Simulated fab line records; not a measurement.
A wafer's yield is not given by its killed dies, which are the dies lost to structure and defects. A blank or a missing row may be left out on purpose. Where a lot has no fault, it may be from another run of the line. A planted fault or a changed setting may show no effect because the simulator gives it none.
Which tool was responsible? | flow gf180mcu | Sampling: 13 lots, 39 wafers, 2 of 602 route steps

== WHAT THE GAUGES SHOWED, per wafer ==
GF_VT_IMPLANT_TW_MEAS_10. Usual: VT_IMPLANT_TW gives 562 (standard deviation 3.4).
lot  | measured     | on           | VT_IMPLANT_TW | flag
L970 | day 6 01:43  | filmMetro-03 | 568 567 568   | 
L971 | day 6 11:47  | filmMetro-03 | 566 568 569   | 
L972 | day 6 16:37  | filmMetro-01 | 557 557 559   | 
L973 | day 6 23:08  | filmMetro-04 | 560 563 563   | 
L975 | day 7 10:14  | filmMetro-01 | 556 557 559   | 
L977 | day 8 00:51  | filmMetro-01 | 561 561 560   | 
L980 | day 8 21:07  | filmMetro-01 | 559 559 560   | 
L981 | day 9 01:15  | filmMetro-04 | 559 560 558   | 
L982 | day 9 07:48  | filmMetro-04 | 558 556 561   | 
L983 | day 9 12:22  | filmMetro-04 | 562 556 556   | 
L989 | day 11 03:05 | filmMetro-03 | 551 552 547   | OFF
L990 | day 11 10:05 | filmMetro-04 | 548 545 549   | OFF
L991 | day 11 17:22 | filmMetro-01 | 560 566 563   | 

== WHICH TOOL RAN EACH LOT (tool, then ch and the chambers of the sampled wafers, then the start) ==
lot  | GF_VT_IMPLANT_IMPLANT_08
L970 | implanter-04 ch 0, day 6 01:29
L971 | implanter-04 ch 0, day 6 11:34
L972 | implanter-03 ch 0, day 6 16:22
L973 | implanter-04 ch 0, day 6 22:53
L975 | implanter-03 ch 0, day 7 09:59
L977 | implanter-03 ch 0, day 8 00:36
L980 | implanter-01 ch 0, day 8 20:53
L981 | implanter-03 ch 0, day 9 01:00
L982 | implanter-03 ch 0, day 9 07:33
L983 | implanter-01 ch 0, day 9 12:07
L989 | implanter-01 ch 0, day 11 02:50
L990 | implanter-01 ch 0, day 11 09:50
L991 | implanter-03 ch 0, day 11 17:07
- GF_VT_IMPLANT_IMPLANT_08

== AS READ BY THE TOOLS THEMSELVES (means over the sampled wafers that have a number; for cases with no such wafer, the mark the record gives instead) ==
GF_VT_IMPLANT_IMPLANT_08. Usual: doseIonsCm2 8.291e+12, standard deviation 8.6e+09; faradayCurrentUA 46.7, standard deviation 0.92.
lot  | tool         | doseIonsCm2 | faradayCurrentUA | flag
L970 | implanter-04 | 8.289e+12   | 46.0             | 
L971 | implanter-04 | 8.293e+12   | 47.7             | 
L972 | implanter-03 | 8.292e+12   | 47.0             | 
L973 | implanter-04 | 8.293e+12   | 45.9             | 
L975 | implanter-03 | 8.301e+12   | 47.1             | 
L977 | implanter-03 | 8.285e+12   | 46.2             | 
L980 | implanter-01 | 8.288e+12   | 46.6             | 
L981 | implanter-03 | 8.288e+12   | 46.8             | 
L982 | implanter-03 | 8.299e+12   | 46.7             | 
L983 | implanter-01 | 8.281e+12   | 45.9             | 
L989 | implanter-01 | 7.536e+12   | 42.6             | OFF
L990 | implanter-01 | 7.536e+12   | 43.0             | OFF
L991 | implanter-03 | 8.288e+12   | 46.7             | 

== THE ANSWER, worked out from the rows above alone ==
Rule: take the mean of a lot's wafers that have a number; if it is more than 3 standard deviations from the usual mean, the lot is off. Also off: a lot with no number at a reading for which 4 or more lots have one. The other lots that the step has rows for count as sound. The gauges are gone through in route order, then the tools' own readings, and for those a lot's mean is taken as printed above. The first step at which some lot is off is used, and at that step the reading that is off furthest; a lot without a number counts as furthest.
Off: L989, L990, seen at GF_VT_IMPLANT_TW_MEAS_10 (VT_IMPLANT_TW).
If a tool, at a process step before that reading, ran all the lots that are off and no sound lot after the first of them, it fits. Not tried: the gauges at GF_VT_IMPLANT_TW_MEAS_10; whatever is off there is also off at GF_VT_IMPLANT_IMPLANT_08, on other tools, and gauge error can't account for it. One candidate fits, namely implanter-01 at GF_VT_IMPLANT_IMPLANT_08. A fault onset in the window from L983 (day 9 12:07, its last sound lot) to L989 (day 11 02:50, its first lot off) fits.
The tool's own readings at GF_VT_IMPLANT_IMPLANT_08 bear it out: on the lots that are off they differ by more than 5 times the standard deviation of the sound lots' means. doseIonsCm2 reads 7.536e+12 there against 8.291e+12 on the sound lots; faradayCurrentUA reads 42.8 there against 46.6 on the sound lots.

== WHAT THE SIMULATOR PUT IN ==
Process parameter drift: implanter-01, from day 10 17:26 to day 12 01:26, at GF_VT_IMPLANT_IMPLANT_08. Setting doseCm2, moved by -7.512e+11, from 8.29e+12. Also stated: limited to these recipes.
Shown lots that were struck: L989, L990. The rule given above showed the same thing.
